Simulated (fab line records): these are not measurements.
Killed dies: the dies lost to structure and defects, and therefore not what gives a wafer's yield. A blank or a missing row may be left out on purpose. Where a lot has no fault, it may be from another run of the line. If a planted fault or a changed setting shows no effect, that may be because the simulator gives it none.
Which tool is to blame? -- flow sky130 -- 6 lots (18 wafers sampled), 1 step of a 708-step route

WHAT THE GAUGES READ, wafer by wafer
SKY_NWELL_OVL_MEAS_23.
lot,measured,on,NWELL_01_OVL (nm)
L439,day 5 10:16,overlay-02,1.5 1.5 2.1
L441,day 5 21:50,overlay-02,1.5 4.0 2.8
L443,day 6 15:52,overlay-01,2.0 2.1 1.5
L446,day 7 09:11,overlay-01,1.2 0.1 -0.8
L454,day 9 09:08,overlay-01,1.3 3.1 1.1
L459,day 10 15:37,overlay-02,1.4 -0.1 1.8

EACH LOT AND THE TOOL THAT RAN IT (in order: tool; ch and the chambers of the sampled wafers; start)
No process step before these readings appears in the record.

THE ANSWER, worked out from the rows above alone
Rule: the usual values come from the lots themselves. Put in order of their means at a reading, lots are off if they are a third of the lots or fewer, leave a main group of 4 or more, and stand apart from it by a gap of 3 or more times the standard deviation of the main group's means; of several such gaps the widest counts. A main group whose means are all the same, to the digits that the tables above print for the reading, isn't used. Also off: a lot with no number at a reading for which 4 or more lots have one. Where the step has rows for the other lots, those lots are counted as sound.
Across all readings shown, no lot is off: no conclusion can be drawn from this.

WHAT THE SIMULATOR PUT IN
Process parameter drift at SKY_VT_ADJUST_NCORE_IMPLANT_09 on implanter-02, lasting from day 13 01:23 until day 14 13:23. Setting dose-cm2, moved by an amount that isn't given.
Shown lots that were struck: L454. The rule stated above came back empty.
